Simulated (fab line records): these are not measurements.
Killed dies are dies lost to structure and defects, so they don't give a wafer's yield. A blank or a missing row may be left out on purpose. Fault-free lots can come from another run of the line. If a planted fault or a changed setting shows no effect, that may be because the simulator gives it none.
A struck lot beside a sound one || flow sky130 || 15 out of 708 route steps
Sound: wafers L499.1, L499.3, L499.6. Wafers L487.3, L487.4, L487.5 were the ones struck. The cause is given at the end.
Each step with rows lists, per side, the tool, then ch with its chambers, then its first start. Under that, the readings that differ: sound wafers || struck wafers || difference of the means || sigmas: that difference in standard deviations of wafers without a fault.
alike: readings whose means differ by less than 2 such deviations, and words and numbers that are the same on both sides. not compared: withheld readings, readings that some wafer has no value for, bounds like >300 that may hide the same value, and numbers for which the record gives no deviation and whose values overlap.
Wherever a step has rows on one side only, a row that says differs or no value, or a row with sigmas, the two part there. Non-overlapping numbers with no deviation appear without sigmas and do not part them. Lack of a reading on every wafer of one side parts them only where that side has two or more wafers.

first, 3 steps without rows for these wafers: SKY_SONOS_TUNNEL_EXPOSE_04 (exposes mask TUNM, target cd 410 nm); SKY_SONOS_TUNNEL_PEB_05; SKY_SONOS_TUNNEL_DEVELOP_06 (develop time 60 s).
SKY_SONOS_TUNNEL_CD_MEAS_07: the cd target is 410 nm.
  sound on cd_sem-02 at day 18 10:26; struck on cd_sem-02 at day 15 15:56
  alike: cd_nm
SKY_SONOS_TUNNEL_OVL_MEAS_08:
  sound on overlay-02 at day 18 10:33; struck on overlay-01 at day 15 16:01
  alike: SONOS_TUNNEL_OVL
then, 3 steps without rows for these wafers: SKY_SONOS_TUNNEL_IMPLANT_09; SKY_SONOS_TUNNEL_WET_ETCH_10 (etches SiO2 in dHF, target depth 14 nm, time 280 s); SKY_SONOS_TUNNEL_STRIP_11 (strips in SPM, time 600 s).
SKY_SONOS_TUNNEL_TW_MEAS_12:
  sound on film_metro-01 at day 18 11:01; struck on film_metro-01 at day 15 16:29
  alike: SONOS_TUNNEL_TW
then, 2 steps without rows for these wafers: SKY_SONOS_TUNNEL_CLEAN_13 (cleans in dHF, time 20 s); SKY_SONOS_ONO_OXIDATION_00 (stabilise 600 s, purge 300 s, target thk 2.6 nm).
SKY_SONOS_ONO_THK_MEAS_01:
  sound on film_metro-01 at day 18 12:26; struck on film_metro-03 at day 15 18:16
  alike: SONOS_ONO_OXIDATION_THK
SKY_SONOS_ONO_CVD_02: deposits Si3N4 from DCS/NH3, target thk 10.5 nm, time 180 s.
  sound on lpcvd-02 ch 0, day 18 12:30; struck on lpcvd-02 ch 0, day 15 18:58
{"reading": "spike_tc_centre_C (C)", "sound": "772.8 773.9 774.3", "struck": "784.9 785.6 784.9", "difference": "+11.5", "sigmas": "+11"}
{"reading": "zone_power_centre_pct (%)", "sound": "12.42 12.32 12.55", "struck": "15.39 15.73 15.96", "difference": "+3.26", "sigmas": "+14"}
{"reading": "zone_power_lower_pct (%)", "sound": "11.68 11.79 11.66", "struck": "10.06 10.35 10.17", "difference": -1.52, "sigmas": -7}
{"reading": "zone_power_upper_pct (%)", "sound": "12.40 12.29 12.31", "struck": "10.50 10.45 10.75", "difference": -1.77, "sigmas": -14}
{"reading": "model.Si3N4_of_SONOS_ONO_CVD_02.thk_nm (nm)", "sound": "10.6 10.6 10.67", "struck": "11.15 10.9 11.02", "difference": "+0.40", "sigmas": ""}
SKY_SONOS_ONO_THK_MEAS_03:
  sound on film_metro-02 at day 18 13:33; struck on film_metro-02 at day 15 20:22
{"reading": "SONOS_ONO_CVD_02_THK (nm)", "sound": "10.57 10.60 10.69", "struck": "11.17 10.91 11.00", "difference": "+0.41", "sigmas": "+3"}
  not compared: hold
-- here the record skips 33 days between the struck wafers' starts before and after, leaving off in module SONOS_ONO and picking up in module PAD_OPEN (first step shown: number 708 of the route) --
SKY_PAD_OPEN_PROBE_99:
  sound on prober-02 at day 50 12:18; struck on prober-01 at day 48 22:43
  not compared: model.etest.sonos_erased.drive_ua_um, model.etest.cap_ono.gate_log10_a_cm2, model.etest.cap_ono.gate_bv_v, model.etest.cap_ono.tox_acc_nm, model.etest.sonos_programmed.off_log10_a_um, model.etest.sonos_programmed.vt_v, model.etest.sonos_erased.vt_v, model.etest.sonos_baked.vt_v

WHERE THEY PART
First at SKY_SONOS_ONO_CVD_02; last, within this record, at SKY_SONOS_ONO_THK_MEAS_03.

WHY: the cause the simulator had injected
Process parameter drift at SKY_SONOS_ONO_CVD_02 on lpcvd-02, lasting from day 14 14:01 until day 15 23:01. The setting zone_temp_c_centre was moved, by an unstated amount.
